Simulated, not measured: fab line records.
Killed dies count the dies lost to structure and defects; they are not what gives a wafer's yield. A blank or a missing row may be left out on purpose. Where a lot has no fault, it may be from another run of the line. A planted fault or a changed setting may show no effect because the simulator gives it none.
fab line records -- flow gf180mcu
[record] lots = 5, wafers = 23
route steps=602 shown STI@2 DNWELL@34 LVPWELL@63 MVPSD@81 VT_IMPLANT@103 DUAL_GATE@147 HV_LDD@190
startH: start of the lot's first displayed wafer, in hours after the record's first day -- waitH: hours from the lot's prior step to this one -- " same as the row above -- L1.1+2: a row that stands for several wafers -- - either no value or no given start -- * or withheld: withheld -- < > ~ a bound
route shown NAME@n: names a module that has steps shown in the file, with the first one's number in the route -- usual: the fault-free wafers' mean and standard deviation -- same: alike in all rows -- chamber/n: place in a boat -- sites: the reading at each site -- _std_site: the standard deviation of these -- _edge_site: mean of outer sites minus mean of inner sites -- radiusMm: for every site, how far away it sits from the centre of the wafer -- mask NAME#n: copy n -- behind: the last tool/chamber to shape the wafer -- hold: why the lot went on hold/how many hours it stayed there/how the hold came to an end -- device: the transistor (n, p or np) that didn't switch -- end of line: at the end of the route, the tests of the same wafers -- a step with no rows: only its recipe -- killed: at the first sort, the dies lost to defects and structure; wafer yield is something else -- map: per-die view of a wafer (x killed, . not killed, _ where there is no die)
set.NAME: the setting that was run; set.NAME@STEP: the one run at that earlier step -- model.NAME: the simulator's own value behind a step, which no gauge read
lots with deliberately changed settings; one table per step, one row per wafer
[[steps]]
[step GF_STI_OXIDATION_01]
[recipe] tempC = 900, ambient = O2, stabiliseS = 600, purgeS = 300, targetThkA = 100, oxTimeS = 1418
lot.wafer,tool,chamber,startH,waitH,set.tempC,model.SiO2_of_STI_OXIDATION_01.thkNm
L074.2,-,-,-,0.1,910.5,11.36
L074.3,-,-,-,0.1,910.5,11.47
L074.4,-,-,-,0.1,910.5,11.57
L074.5,-,-,-,0.1,910.5,11.44
L074.6,-,-,-,0.1,910.5,11.37
L078.1,-,-,-,0.1,890.8,9.085
L078.2,-,-,-,0.1,890.8,8.915
L078.4,-,-,-,0.1,890.8,8.908
L078.5,-,-,-,0.1,890.8,9.082
L078.6,-,-,-,0.1,890.8,9.031
L082.2+4,furnace-02,0,51.26,1.2,900,10.03
L082.3,furnace-02,0,51.26,1.2,900,9.946
L084.1,-,-,-,1.3,921.5,12.62
L084.2+3+6,-,-,-,1.3,921.5,12.54
L084.4,-,-,-,1.3,921.5,12.55
L085.1,-,-,-,0.3,916.3,11.98
L085.3,-,-,-,0.3,916.3,12.07
L085.4,-,-,-,0.3,916.3,11.93
L085.5,-,-,-,0.3,916.3,11.95
L085.6,-,-,-,0.3,916.3,11.96
[step GF_STI_THK_MEAS_02]
[recipe] reads = SiO2_of_STI_OXIDATION_01
[usual] STI_OXIDATION_THK = 10.08/0.14
lot.wafer,tool,chamber,startH,waitH,set.tempC@STI_OXIDATION_01,STI_OXIDATION_THK[nm]
L074.2,filmMetro-01,-,-,-,910.5,11.38
L074.3,filmMetro-01,-,-,-,910.5,11.48
L074.4,filmMetro-01,-,-,-,910.5,11.65
L074.5,filmMetro-01,-,-,-,910.5,11.45
L074.6,filmMetro-01,-,-,-,910.5,11.39
L078.1,filmMetro-04,-,-,-,890.8,9.11
L078.2,filmMetro-04,-,-,-,890.8,8.90
L078.4,filmMetro-04,-,-,-,890.8,8.92
L078.5,filmMetro-04,-,-,-,890.8,9.05
L078.6,filmMetro-04,-,-,-,890.8,9.03
L082.2,filmMetro-01,-,52.66,0.0,900,10.02
L082.3,filmMetro-01,-,52.66,0.0,900,9.99
L082.4,filmMetro-01,-,52.66,0.0,900,10.07
L084.1,filmMetro-04,-,-,-,921.5,12.65
L084.2,filmMetro-04,-,-,-,921.5,12.56
L084.3,filmMetro-04,-,-,-,921.5,12.53
L084.4,filmMetro-04,-,-,-,921.5,12.52
L084.6,filmMetro-04,-,-,-,921.5,12.53
L085.1,filmMetro-01,-,-,-,916.3,11.99
L085.3,filmMetro-01,-,-,-,916.3,12.02
L085.4,filmMetro-01,-,-,-,916.3,11.91
L085.5,filmMetro-01,-,-,-,916.3,11.94
L085.6,filmMetro-01,-,-,-,916.3,11.96
[step GF_STI_WET_ETCH_28]
[recipe] chemistry = dHF, targetDepthNm = 20, dry = ipaMarangoni, target = SiO2, tempC = 25, dilution = 10:1, timeS = 40
lot.wafer,tool,chamber,startH,waitH,set.tempC,model.SiO2_of_STI_CVD_23.thkNm
L074.2,-,-,-,0.0,22.32,408.3
L074.3,-,-,-,0.0,22.32,406.2
L074.4,-,-,-,0.0,22.32,406.8
L074.5,-,-,-,0.0,22.32,408.1
L074.6,-,-,-,0.0,22.32,407.5
L078.1+4,-,-,-,0.0,25,403.9
L078.2,-,-,-,0.0,25,405.1
L078.5+6,-,-,-,0.0,25,405
L082.2,wetBench-04,2,70.07,0.0,25,404.4
L082.3,wetBench-04,2,70.07,0.0,25,404.1
L082.4,wetBench-04,2,70.07,0.0,25,405.7
L084.1,-,-,-,0.0,26.81,400.6
L084.2,-,-,-,0.0,26.81,401.6
L084.3,-,-,-,0.0,26.81,402
L084.4,-,-,-,0.0,26.81,401.3
L084.6,-,-,-,0.0,26.81,401.8
L085.1+6,-,-,-,0.0,28.53,398
L085.3,-,-,-,0.0,28.53,397.9
L085.4,-,-,-,0.0,28.53,396.7
L085.5,-,-,-,0.0,28.53,397.5
[step GF_DNWELL_COAT_02]
[recipe] spinRpm = 2000, resistThkNm = 3000
lot.wafer,tool,chamber,startH,waitH,set.spinRpm,model.coat_of_DNWELL_COAT_02.thkNm
L074.2,lithoTrack-03,0,35.22,0.1,2069,2947
L074.3,lithoTrack-03,0,35.22,0.1,2000,3001
L074.4,lithoTrack-03,0,35.22,0.1,2069,2953
L074.5,lithoTrack-03,0,35.22,0.1,2000,2993
L074.6,lithoTrack-03,0,35.22,0.1,2000,2999
L078.1,lithoTrack-04,0,57.48,0.1,2000,3014
L078.2,lithoTrack-04,0,57.48,0.1,2000,3000
L078.4,lithoTrack-04,0,57.48,0.1,2000,3011
L078.5,lithoTrack-04,0,57.48,0.1,2000,3007
L078.6,lithoTrack-04,0,57.48,0.1,2000,3003
L082.2,lithoTrack-02,0,78.08,0.1,2000,2997
L082.3,lithoTrack-02,0,78.08,0.1,2000,2993
L082.4,lithoTrack-02,0,78.08,0.1,2000,3004
L084.1,lithoTrack-02,0,91.16,0.1,2000,3010
L084.2,lithoTrack-02,0,91.16,0.1,2000,3007
L084.3,lithoTrack-02,0,91.16,0.1,2000,2993
L084.4,lithoTrack-02,0,91.16,0.1,2000,3009
L084.6,lithoTrack-02,0,91.16,0.1,2000,3018
L085.1,lithoTrack-04,0,98.23,0.1,1922,3059
L085.3,lithoTrack-04,0,98.23,0.1,1922,3061
L085.4,lithoTrack-04,0,98.23,0.1,2000,3004
L085.5,lithoTrack-04,0,98.23,0.1,2000,2994
L085.6,lithoTrack-04,0,98.23,0.1,2000,2998
[step GF_DNWELL_SOFTBAKE_03]
[recipe] tempC = 110, timeS = withheld
[step GF_DNWELL_EXPOSE_04]
[recipe] maskId = DNWELL, targetCdNm = 1700, na = 0.6, sourceShape = conventional, sigmaOuter = 0.6, doseMj = 260
[step GF_DNWELL_DEVELOP_06]
[recipe] wallAngleDeg = 90, developTimeS = 60, devTempC = 23
[step GF_DNWELL_IMPLANT_07]
[recipe] species = P, energyKev = 1500, doseCm2 = 1.019e+13, tiltDeg = 0
[step GF_DNWELL_STRIP_08]
[recipe] chemistry = O2/N2, powerW = 1400, pressureMtorr = 1500, platenTempC = 250, o2FlowSccm = 3000, n2FlowSccm = 300, overashFraction = 0.5
[usual] stripTimeToEndpointS = 36.92/0.094
lot.wafer,tool,chamber,startH,waitH,set.spinRpm@DNWELL_COAT_02,stripTimeToEndpointS
L074.2,plasmaAsher-01,1,42.23,0.1,2069,36.36
L074.3,plasmaAsher-01,0,42.23,0.1,2000,36.95
L074.4,plasmaAsher-01,1,42.23,0.1,2069,36.40
L074.5,plasmaAsher-01,0,42.23,0.1,2000,36.85
L074.6,plasmaAsher-01,1,42.23,0.1,2000,36.93
L078.1,plasmaAsher-01,0,64.43,0.1,2000,37.11
L078.2,plasmaAsher-01,1,64.43,0.1,2000,36.95
L078.4,plasmaAsher-01,0,64.43,0.1,2000,37.09
L078.5,plasmaAsher-01,1,64.43,0.1,2000,37.03
L078.6,plasmaAsher-01,0,64.43,0.1,2000,36.99
L082.2,plasmaAsher-02,0,85.13,0.1,2000,36.90
L082.3,plasmaAsher-02,1,85.13,0.1,2000,36.88
L082.4,plasmaAsher-02,0,85.13,0.1,2000,37.00
L084.1,plasmaAsher-02,0,98.66,0.1,2000,37.07
L084.2,plasmaAsher-02,1,98.66,0.1,2000,37.03
L084.3,plasmaAsher-02,1,98.66,0.1,2000,36.85
L084.4,plasmaAsher-02,0,98.66,0.1,2000,37.06
L084.6,plasmaAsher-02,0,98.66,0.1,2000,37.16
L085.1,plasmaAsher-03,1,105.64,0.1,1922,37.59
L085.3,plasmaAsher-03,1,105.64,0.1,1922,37.62
L085.4,plasmaAsher-03,0,105.64,0.1,2000,36.99
L085.5,plasmaAsher-03,1,105.64,0.1,2000,36.89
L085.6,plasmaAsher-03,0,105.64,0.1,2000,36.92
[step GF_LVPWELL_IMPLANT_09]
[recipe] species = B, energyKev = 60, doseCm2 = 5e+12, tiltDeg = 0
lot.wafer,tool,chamber,startH,waitH,set.energyKev,model.implant.rpNm,model.implant.drpNm
L074.2+3+4+5+6,implanter-01,0,68.05,0.1,60,193.4,64.53
L078.1+4+6,implanter-02,0,91.46,0.1,56.99,183.9,62.78
L078.2+5,implanter-02,0,91.46,0.1,60,192.8,64.53
L082.2+3+4,implanter-01,0,113.25,0.1,60,191.3,64.53
L084.1+3+4,implanter-03,0,127.81,0.1,62.89,203.7,66.13
L084.2+6,implanter-03,0,127.81,0.1,60,192,64.53
L085.1+3+4+5+6,implanter-03,0,135.28,0.1,60,186.3,64.53
[step GF_MVPSD_SOFTBAKE_03]
[recipe] tempC = 110, timeS = withheld
lot.wafer,tool,chamber,startH,waitH,set.tempC
L074.2+4+6,lithoTrack-04,0,88.21,0.1,110
L074.3+5,lithoTrack-04,0,88.21,0.1,111
L078.1+5,lithoTrack-04,0,112.48,0.1,110
L078.2+4+6,lithoTrack-04,0,112.48,0.1,112.4
L082.2+3+4,lithoTrack-04,0,135.26,0.1,110
L084.1+3,lithoTrack-02,0,151.41,0.1,106.4
L084.2+4+6,lithoTrack-02,0,151.41,0.1,110
L085.1+3+4+5+6,lithoTrack-02,0,159.36,0.1,110
[step GF_MVPSD_EXPOSE_04]
[recipe] maskId = MVPSD, targetCdNm = 1000, na = 0.6, sourceShape = conventional, sigmaOuter = 0.6, doseMj = 260
[step GF_MVPSD_PEB_05]
[recipe] tempC = 115, timeS = withheld
[step GF_MVPSD_IMPLANT_08]
[recipe] species = B, energyKev = 166.7, doseCm2 = 1.5e+13, tiltDeg = 0
[step GF_MVPSD_IMPLANT_09]
[recipe] species = B, energyKev = 40, doseCm2 = 5e+12, tiltDeg = 0
[step GF_MVPSD_STRIP_10]
[recipe] chemistry = O2/N2, powerW = 1400, pressureMtorr = 1500, platenTempC = 250, o2FlowSccm = 3000, n2FlowSccm = 300, overashFraction = 0.5
[usual] stripTimeToEndpointS = 36.93/0.091
lot.wafer,tool,chamber,startH,waitH,set.tempC@MVPSD_SOFTBAKE_03,stripTimeToEndpointS
L074.2,plasmaAsher-03,1,95.39,0.1,110,36.92
L074.3,plasmaAsher-03,0,95.39,0.1,111,36.83
L074.4,plasmaAsher-03,1,95.39,0.1,110,36.81
L074.5,plasmaAsher-03,1,95.39,0.1,111,36.85
L074.6,plasmaAsher-03,0,95.39,0.1,110,36.82
L078.1,plasmaAsher-03,0,119.76,0.1,110,37.03
L078.2,plasmaAsher-03,1,119.76,0.1,112.4,36.70
L078.4,plasmaAsher-03,1,119.76,0.1,112.4,36.70
L078.5,plasmaAsher-03,0,119.76,0.1,110,36.98
L078.6,plasmaAsher-03,1,119.76,0.1,112.4,36.79
L082.2,plasmaAsher-02,0,143.38,0.1,110,36.91
L082.3,plasmaAsher-02,0,143.38,0.1,110,36.93
L082.4,plasmaAsher-02,1,143.38,0.1,110,36.94
L084.1,plasmaAsher-02,0,160.24,0.1,106.4,37.19
L084.2,plasmaAsher-02,1,160.24,0.1,110,36.90
L084.3,plasmaAsher-02,0,160.24,0.1,106.4,37.20
L084.4,plasmaAsher-02,1,160.24,0.1,110,36.95
L084.6,plasmaAsher-02,0,160.24,0.1,110,36.89
L085.1,plasmaAsher-02,1,167.32,0.1,110,36.84
L085.3,plasmaAsher-02,1,167.32,0.1,110,36.88
L085.4,plasmaAsher-02,0,167.32,0.1,110,36.91
L085.5,plasmaAsher-02,1,167.32,0.1,110,36.96
L085.6,plasmaAsher-02,0,167.32,0.1,110,36.88
[step GF_VT_IMPLANT_COAT_13]
[recipe] resist = NOVOLAK, spinRpm = 3000, resistThkNm = 1000
lot.wafer,tool,chamber,startH,waitH,set.resistThkNm,model.NOVOLAK_of_VT_IMPLANT_COAT_13.thkNm
L074.2+3,lithoTrack-02,0,116.58,0.1,1000,1003
L074.4,lithoTrack-02,0,116.58,0.1,1034,1036
L074.5,lithoTrack-02,0,116.58,0.1,1000,1002
L074.6,lithoTrack-02,0,116.58,0.1,1034,1037
L078.1,lithoTrack-02,0,142.86,0.1,1000,998.4
L078.2,lithoTrack-02,0,142.86,0.1,966.4,963
L078.4,lithoTrack-02,0,142.86,0.1,1000,996.3
L078.5,lithoTrack-02,0,142.86,0.1,966.4,965
L078.6,lithoTrack-02,0,142.86,0.1,966.4,965.7
L082.2,lithoTrack-01,0,166.52,0.1,1000,1003
L082.3,lithoTrack-01,0,166.52,0.1,1000,1001
L082.4,lithoTrack-01,0,166.52,0.1,1000,1002
L084.1,lithoTrack-01,0,184.14,0.1,961.8,964.1
L084.2,lithoTrack-01,0,184.14,0.1,961.8,965.2
L084.3,lithoTrack-01,0,184.14,0.1,961.8,962.8
L084.4,lithoTrack-01,0,184.14,0.1,1000,1001
L084.6,lithoTrack-01,0,184.14,0.1,1000,1004
L085.1,lithoTrack-03,0,192.79,0.1,1000,1003
L085.3,lithoTrack-03,0,192.79,0.1,952.2,954.5
L085.4,lithoTrack-03,0,192.79,0.1,952.2,953.8
L085.5,lithoTrack-03,0,192.79,0.1,952.2,952.7
L085.6,lithoTrack-03,0,192.79,0.1,1000,996.3
[step GF_VT_IMPLANT_DEVELOP_17]
[recipe] developTimeS = 60, devTempC = 23
lot.wafer,tool,chamber,startH,waitH,set.developTimeS
L074.2+3+4+5+6,lithoTrack-03,0,123.46,0.1,60
L078.1+6,lithoTrack-03,0,150.29,0.1,60
L078.2+4+5,lithoTrack-03,0,150.29,0.1,66.14
L082.2+3+4,lithoTrack-01,0,175.07,0.1,60
L084.1+6,lithoTrack-02,0,193.05,0.1,60
L084.2+3+4,lithoTrack-02,0,193.05,0.1,65.23
L085.1+5+6,lithoTrack-02,0,201.05,0.1,62.42
L085.3+4,lithoTrack-02,0,201.05,0.1,60
[step GF_VT_IMPLANT_IMPLANT_19]
[recipe] species = As, energyKev = 100, doseCm2 = 4.35e+12, tiltDeg = 7
[step GF_VT_IMPLANT_STRIP_20]
[recipe] chemistry = O2/N2, powerW = 1400, pressureMtorr = 1500, platenTempC = 250, o2FlowSccm = 3000, n2FlowSccm = 300, overashFraction = 0.5
[usual] stripTimeToEndpointS = 12.63/0.034
lot.wafer,tool,chamber,startH,waitH,set.resistThkNm@VT_IMPLANT_COAT_13,stripTimeToEndpointS
L074.2,plasmaAsher-04,0,123.78,0.1,1000,12.67
L074.3,plasmaAsher-04,0,123.78,0.1,1000,12.66
L074.4,plasmaAsher-04,1,123.78,0.1,1034,12.97
L074.5,plasmaAsher-04,0,123.78,0.1,1000,12.66
L074.6,plasmaAsher-04,1,123.78,0.1,1034,12.98
L078.1,plasmaAsher-04,0,150.63,0.1,1000,12.62
L078.2,plasmaAsher-04,1,150.63,0.1,966.4,12.20
L078.4,plasmaAsher-04,1,150.63,0.1,1000,12.60
L078.5,plasmaAsher-04,1,150.63,0.1,966.4,12.23
L078.6,plasmaAsher-04,0,150.63,0.1,966.4,12.24
L082.2,plasmaAsher-04,1,175.38,0.1,1000,12.65
L082.3,plasmaAsher-04,0,175.38,0.1,1000,12.62
L082.4,plasmaAsher-04,1,175.38,0.1,1000,12.66
L084.1,plasmaAsher-02,0,193.39,0.1,961.8,12.22
L084.2,plasmaAsher-02,1,193.39,0.1,961.8,12.22
L084.3,plasmaAsher-02,1,193.39,0.1,961.8,12.20
L084.4,plasmaAsher-02,0,193.39,0.1,1000,12.63
L084.6,plasmaAsher-02,1,193.39,0.1,1000,12.68
L085.1,plasmaAsher-02,0,201.39,0.1,1000,12.66
L085.3,plasmaAsher-02,0,201.39,0.1,952.2,12.10
L085.4,plasmaAsher-02,1,201.39,0.1,952.2,12.09
L085.5,plasmaAsher-02,1,201.39,0.1,952.2,12.07
L085.6,plasmaAsher-02,0,201.39,0.1,1000,12.59
[step GF_DUAL_GATE_COAT_06]
[recipe] resist = NOVOLAK, spinRpm = 3000, resistThkNm = 1000
lot.wafer,tool,chamber,startH,waitH,set.spinRpm,model.NOVOLAK_of_DUAL_GATE_COAT_06.thkNm
L074.2+3+6,lithoTrack-01,0,165.92,0.1,2926,1011
L074.4,lithoTrack-01,0,165.92,0.1,3000,999.3
L074.5,lithoTrack-01,0,165.92,0.1,3000,997.7
L078.1,lithoTrack-01,0,194.29,0.1,3000,1000
L078.2,lithoTrack-01,0,194.29,0.1,3169,970.4
L078.4,lithoTrack-01,0,194.29,0.1,3000,999
L078.5,lithoTrack-01,0,194.29,0.1,3169,974.7
L078.6,lithoTrack-01,0,194.29,0.1,3169,974.9
L082.2,lithoTrack-01,0,218.92,0.1,3000,1000
L082.3,lithoTrack-01,0,218.92,0.1,3000,997.5
L082.4,lithoTrack-01,0,218.92,0.1,3000,1002
L084.1,lithoTrack-03,0,239.64,0.1,3062,982.1
L084.2,lithoTrack-03,0,239.64,0.1,3062,984.3
L084.3,lithoTrack-03,0,239.64,0.1,3000,990.6
L084.4,lithoTrack-03,0,239.64,0.1,3000,994.1
L084.6,lithoTrack-03,0,239.64,0.1,3000,995.7
L085.1,lithoTrack-04,0,249.47,0.1,2928,1013
L085.3,lithoTrack-04,0,249.47,0.1,3000,997.8
L085.4,lithoTrack-04,0,249.47,0.1,2928,1012
L085.5,lithoTrack-04,0,249.47,0.1,3000,996.9
L085.6,lithoTrack-04,0,249.47,0.1,3000,997.5
[step GF_DUAL_GATE_WET_ETCH_12]
[recipe] chemistry = dHF, targetDepthNm = 13, dry = n2Spin, target = SiO2, tempC = 25, dilution = 100:1, timeS = 260
lot.wafer,tool,chamber,startH,waitH,set.tempC
L074.2+3+4+5+6,-,-,-,0.0,28.58
L078.1+2+4+5+6,-,-,-,0.0,25
L082.2+3+4,wetBench-03,1,227.46,0.0,25
L084.1+2+3+4+6,-,-,-,0.0,26.02
L085.1+3+4+5+6,-,-,-,0.0,26.03
[step GF_DUAL_GATE_STRIP_13]
[recipe] chemistry = O2/N2, powerW = 1400, pressureMtorr = 1500, platenTempC = 250, o2FlowSccm = 3000, n2FlowSccm = 300, overashFraction = 0.5
[usual] stripTimeToEndpointS = 12.61/0.04
lot.wafer,tool,chamber,startH,waitH,set.spinRpm@DUAL_GATE_COAT_06,stripTimeToEndpointS
L074.2,plasmaAsher-01,0,-,-,2926,12.75
L074.3,plasmaAsher-01,0,-,-,2926,12.75
L074.4,plasmaAsher-01,1,-,-,3000,12.63
L074.5,plasmaAsher-01,1,-,-,3000,12.60
L074.6,plasmaAsher-01,0,-,-,2926,12.75
L078.1,plasmaAsher-04,0,-,-,3000,12.61
L078.2,plasmaAsher-04,1,-,-,3169,12.29
L078.4,plasmaAsher-04,1,-,-,3000,12.62
L078.5,plasmaAsher-04,1,-,-,3169,12.33
L078.6,plasmaAsher-04,0,-,-,3169,12.34
L082.2,plasmaAsher-04,1,227.54,0.0,3000,12.62
L082.3,plasmaAsher-04,0,227.54,0.0,3000,12.61
L082.4,plasmaAsher-04,1,227.54,0.0,3000,12.65
L084.1,plasmaAsher-04,1,-,-,3062,12.42
L084.2,plasmaAsher-04,0,-,-,3062,12.46
L084.3,plasmaAsher-04,0,-,-,3000,12.52
L084.4,plasmaAsher-04,1,-,-,3000,12.55
L084.6,plasmaAsher-04,0,-,-,3000,12.59
L085.1,plasmaAsher-04,1,-,-,2928,12.76
L085.3,plasmaAsher-04,1,-,-,3000,12.59
L085.4,plasmaAsher-04,0,-,-,2928,12.76
L085.5,plasmaAsher-04,0,-,-,3000,12.59
L085.6,plasmaAsher-04,1,-,-,3000,12.60
[step GF_HV_LDD_COAT_14]
[recipe] resist = NOVOLAK, spinRpm = 3000, resistThkNm = 1000
lot.wafer,tool,chamber,startH,waitH,set.resistThkNm,model.NOVOLAK_of_HV_LDD_COAT_14.thkNm
L074.2,lithoTrack-03,0,224.21,0.1,940.6,943.2
L074.3,lithoTrack-03,0,224.21,0.1,1000,997.2
L074.4,lithoTrack-03,0,224.21,0.1,1000,1000
L074.5,lithoTrack-03,0,224.21,0.1,940.6,941.4
L074.6,lithoTrack-03,0,224.21,0.1,1000,998.2
L078.1,lithoTrack-04,0,253.52,0.1,1024,1023
L078.2,lithoTrack-04,0,253.52,0.1,1000,997.6
L078.4,lithoTrack-04,0,253.52,0.1,1000,998.5
L078.5,lithoTrack-04,0,253.52,0.1,1024,1020
L078.6,lithoTrack-04,0,253.52,0.1,1024,1024
L082.2,lithoTrack-04,0,279.35,0.1,1000,994.8
L082.3,lithoTrack-04,0,279.35,0.1,1000,996.6
L082.4,lithoTrack-04,0,279.35,0.1,1000,998.7
L084.1,lithoTrack-04,0,303.17,0.1,1000,998.9
L084.2+4,lithoTrack-04,0,303.17,0.1,1000,1001
L084.3,lithoTrack-04,0,303.17,0.1,1000,998.3
L084.6,lithoTrack-04,0,303.17,0.1,1000,999.2
L085.1,lithoTrack-04,0,314.52,0.1,1000,996.4
L085.3,lithoTrack-04,0,314.52,0.1,1032,1032
L085.4,lithoTrack-04,0,314.52,0.1,1032,1033
L085.5,lithoTrack-04,0,314.52,0.1,1032,1029
L085.6,lithoTrack-04,0,314.52,0.1,1000,998.2
[step GF_HV_LDD_IMPLANT_21]
[recipe] species = BF2, energyKev = 25, doseCm2 = 5e+13, tiltDeg = 7
lot.wafer,tool,chamber,startH,waitH,set.energyKev,model.implant.rpNm,model.implant.drpNm
L074.2+5+6,implanter-01,0,234.01,0.0,25,20.68,11.41
L074.3+4,implanter-01,0,234.01,0.0,22.99,19.34,10.75
L078.1+2,implanter-01,0,262.94,0.0,26.28,21.75,11.82
L078.4+5+6,implanter-01,0,262.94,0.0,25,20.9,11.41
L082.2+3+4,implanter-01,0,289.88,0.0,25,21.45,11.41
L084.1+4+6,implanter-01,0,314.06,0.0,26.98,22.22,12.04
L084.2+3,implanter-01,0,314.06,0.0,25,20.9,11.41
L085.1+3,implanter-01,0,325.63,0.0,26.75,21.13,11.97
L085.4+5+6,implanter-01,0,325.63,0.0,25,20.02,11.41
[step GF_HV_LDD_STRIP_22]
[recipe] chemistry = O2/N2, powerW = 1400, pressureMtorr = 1500, platenTempC = 250, o2FlowSccm = 3000, n2FlowSccm = 300, overashFraction = 0.5
[usual] stripTimeToEndpointS = 12.61/0.031
lot.wafer,tool,chamber,startH,waitH,set.resistThkNm@HV_LDD_COAT_14,stripTimeToEndpointS
L074.2,plasmaAsher-01,0,234.13,0.1,940.6,11.97
L074.3,plasmaAsher-01,0,234.13,0.1,1000,12.60
L074.4,plasmaAsher-01,1,234.13,0.1,1000,12.62
L074.5,plasmaAsher-01,0,234.13,0.1,940.6,11.95
L074.6,plasmaAsher-01,1,234.13,0.1,1000,12.59
L078.1,plasmaAsher-02,0,263.09,0.1,1024,12.82
L078.2,plasmaAsher-02,1,263.09,0.1,1000,12.60
L078.4,plasmaAsher-02,0,263.09,0.1,1000,12.61
L078.5,plasmaAsher-02,1,263.09,0.1,1024,12.78
L078.6,plasmaAsher-02,0,263.09,0.1,1024,12.85
L082.2,plasmaAsher-01,1,290.01,0.1,1000,12.58
L082.3,plasmaAsher-01,1,290.01,0.1,1000,12.58
L082.4,plasmaAsher-01,0,290.01,0.1,1000,12.61
L084.1,plasmaAsher-01,1,314.21,0.1,1000,12.61
L084.2,plasmaAsher-01,0,314.21,0.1,1000,12.65
L084.3,plasmaAsher-01,0,314.21,0.1,1000,12.61
L084.4,plasmaAsher-01,1,314.21,0.1,1000,12.64
L084.6,plasmaAsher-01,0,314.21,0.1,1000,12.62
L085.1,plasmaAsher-02,1,325.78,0.1,1000,12.60
L085.3,plasmaAsher-02,0,325.78,0.1,1032,12.93
L085.4,plasmaAsher-02,1,325.78,0.1,1032,12.94
L085.5,plasmaAsher-02,0,325.78,0.1,1032,12.87
L085.6,plasmaAsher-02,1,325.78,0.1,1000,12.60
[step GF_HV_LDD_TW_MEAS_23]
[usual] HV_LDD_2_TW = 1050/3.9
lot.wafer,tool,chamber,startH,waitH,set.energyKev@HV_LDD_IMPLANT_21,HV_LDD_2_TW
L074.2,filmMetro-02,-,234.24,0.1,25,1053
L074.3,filmMetro-02,-,234.24,0.1,22.99,1035
L074.4,filmMetro-02,-,234.24,0.1,22.99,1029
L074.5,filmMetro-02,-,234.24,0.1,25,1063
L074.6,filmMetro-02,-,234.24,0.1,25,1060
L078.1,filmMetro-03,-,263.19,0.1,26.28,1064
L078.2,filmMetro-03,-,263.19,0.1,26.28,1064
L078.4,filmMetro-03,-,263.19,0.1,25,1044
L078.5,filmMetro-03,-,263.19,0.1,25,1040
L078.6,filmMetro-03,-,263.19,0.1,25,1048
L082.2,filmMetro-03,-,290.12,0.1,25,1050
L082.3,filmMetro-03,-,290.12,0.1,25,1046
L082.4,filmMetro-03,-,290.12,0.1,25,1055
L084.1,filmMetro-02,-,314.31,0.1,26.98,1071
L084.2,filmMetro-02,-,314.31,0.1,25,1047
L084.3,filmMetro-02,-,314.31,0.1,25,1047
L084.4,filmMetro-02,-,314.31,0.1,26.98,1068
L084.6,filmMetro-02,-,314.31,0.1,26.98,1066
L085.1,filmMetro-01,-,325.88,0.1,26.75,1069
L085.3,filmMetro-01,-,325.88,0.1,26.75,1072
L085.4,filmMetro-01,-,325.88,0.1,25,1055
L085.5,filmMetro-01,-,325.88,0.1,25,1053
L085.6,filmMetro-01,-,325.88,0.1,25,1057
[[key]]
[split] step = GF_STI_OXIDATION_01, setting = tempC, stated = 900, by = lot
[response] step = GF_STI_OXIDATION_01, reading = model.SiO2_of_STI_OXIDATION_01.thkNm, change = +1.05, per = 1%, r = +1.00
[response] step = GF_STI_THK_MEAS_02, reading = STI_OXIDATION_THK, change = +1.05, per = 1%, r = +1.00
[split] step = GF_STI_WET_ETCH_28, setting = tempC, stated = 25, by = lot
[response] step = GF_STI_WET_ETCH_28, reading = model.SiO2_of_STI_CVD_23.thkNm, change = -0.393, per = 1%, r = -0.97
[split] step = GF_DNWELL_COAT_02, setting = spinRpm, stated = 2000, by = wafer
[response] step = GF_DNWELL_COAT_02, reading = model.coat_of_DNWELL_COAT_02.thkNm, change = -14.7, per = 1%, r = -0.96
[response] step = GF_DNWELL_STRIP_08, reading = stripTimeToEndpointS, change = *, per = 1%, r = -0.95
[split] step = GF_LVPWELL_IMPLANT_09, setting = energyKev, stated = 60, by = wafer
[response] step = GF_LVPWELL_IMPLANT_09, reading = model.implant.rpNm, change = +2.09, per = 1%, r = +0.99
[response] step = GF_LVPWELL_IMPLANT_09, reading = model.implant.drpNm, change = +0.341, per = 1%, r = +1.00
[split] step = GF_MVPSD_SOFTBAKE_03, setting = tempC, stated = 110, by = wafer
[response] step = GF_MVPSD_STRIP_10, reading = stripTimeToEndpointS, change = *, per = 1%, r = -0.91
[split] step = GF_VT_IMPLANT_COAT_13, setting = resistThkNm, stated = 1000, by = wafer
[response] step = GF_VT_IMPLANT_COAT_13, reading = model.NOVOLAK_of_VT_IMPLANT_COAT_13.thkNm, change = +9.75, per = 1%, r = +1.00
[response] step = GF_VT_IMPLANT_STRIP_20, reading = stripTimeToEndpointS, change = *, per = 1%, r = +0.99
[split] step = GF_VT_IMPLANT_DEVELOP_17, setting = developTimeS, stated = 60, by = wafer
response none clear
[split] step = GF_DUAL_GATE_COAT_06, setting = spinRpm, stated = 3000, by = wafer
[response] step = GF_DUAL_GATE_COAT_06, reading = model.NOVOLAK_of_DUAL_GATE_COAT_06.thkNm, change = -4.93, per = 1%, r = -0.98
[response] step = GF_DUAL_GATE_STRIP_13, reading = stripTimeToEndpointS, change = *, per = 1%, r = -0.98
[split] step = GF_DUAL_GATE_WET_ETCH_12, setting = tempC, stated = 25, by = lot
response none clear
[split] step = GF_HV_LDD_COAT_14, setting = resistThkNm, stated = 1000, by = wafer
[response] step = GF_HV_LDD_COAT_14, reading = model.NOVOLAK_of_HV_LDD_COAT_14.thkNm, change = +9.76, per = 1%, r = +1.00
[response] step = GF_HV_LDD_STRIP_22, reading = stripTimeToEndpointS, change = *, per = 1%, r = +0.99
[split] step = GF_HV_LDD_IMPLANT_21, setting = energyKev, stated = 25, by = wafer
[response] step = GF_HV_LDD_IMPLANT_21, reading = model.implant.rpNm, change = +0.165, per = 1%, r = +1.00
[response] step = GF_HV_LDD_IMPLANT_21, reading = model.implant.drpNm, change = +0.0802, per = 1%, r = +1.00
[response] step = GF_HV_LDD_TW_MEAS_23, reading = HV_LDD_2_TW, change = +2.92, per = 1%, r = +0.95
